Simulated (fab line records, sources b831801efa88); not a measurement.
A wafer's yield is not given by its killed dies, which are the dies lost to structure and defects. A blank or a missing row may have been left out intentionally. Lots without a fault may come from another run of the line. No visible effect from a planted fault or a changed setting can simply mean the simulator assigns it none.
2 desks looking at one fault / flow gf180mcu / numbers are kept per desk, each desk with only its own; the story behind them comes last

## THE METROLOGY DESK
Lot by lot, what the gauges showed, no matter which tool ran the lot: averages of those sampled wafers that carry a number. Marked OUT: a lot whose mean sits more than 4 standard deviations from the usual mean, which makes it out of limits; the brackets give that distance.
Columns: A = V4_OVL at GF_V4_OVL_MEAS_15, usual 0 nm
lot=L257; first seen here=day 25 03:33; A=-2
lot=L259; first seen here=day 26 02:23; A=3
lot=L260; first seen here=day 26 05:51; A=-5
lot=L261; first seen here=day 26 13:11; A=3
lot=L268; first seen here=day 28 14:21; A=6
lot=L269; first seen here=day 29 00:58; A=-1
lot=L271; first seen here=day 29 15:11; A=6
lot=L272; first seen here=day 29 17:55; A=6
lot=L273; first seen here=day 30 10:53; A=1
lot=L275; first seen here=day 30 17:52; A=-1
lot=L276; first seen here=day 30 19:20; A=8
lot=L277; first seen here=day 31 03:23; A=4
lot=L278; first seen here=day 31 09:47; A=-4
This desk found nothing out of limits on any of the 13 lots.

## FOR THE TOOL OWNER'S DESK: litho track-01
The tool's own readings at GF_MIM_DEVELOP_18 (develop time 60 s): means of the sampled wafers that have a number, for each lot that ran on this tool. Marked OUT: a lot whose mean sits more than 4 standard deviations from the usual mean, which makes it out of limits; the brackets give that distance.
Columns: A = chill plate temp C at GF_MIM_DEVELOP_18, usual 22.97 C; B = developer temp C at GF_MIM_DEVELOP_18, usual 23.00 C
lot=L257; first seen here=day 26 02:22; A=22.94; B=23.13
lot=L260; first seen here=day 27 03:49; A=22.98; B=22.95
lot=L268; first seen here=day 29 11:25; A=23.06; B=23.98 (+9.8) OUT
lot=L269; first seen here=day 29 21:38; A=22.87; B=23.92 (+9.2) OUT
This desk's verdict: out of limits on L268, L269, starting with L268 at day 29 11:25 (developer temp C at GF_MIM_DEVELOP_18). L257, L260 stayed within limits.

## PUT TOGETHER
An alarm could have come from the tool owner's desk at day 29 11:25, on L268, L269.
Metrology desk: nothing out of limits seen.
The metrology desk holds a record of L268, L269, inside its limits.
GF_MIM_DEVELOP_18 was run on litho track-01 by each of the lots named.

## WHAT THE SIMULATOR HAD INSERTED
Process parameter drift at GF_MIM_DEVELOP_18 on litho track-01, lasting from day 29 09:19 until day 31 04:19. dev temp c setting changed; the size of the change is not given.
Lots struck among those shown: L268, L269.
Time in hours from fault onset to the first out-of-limits reading at each desk: the tool owner's desk, 2.
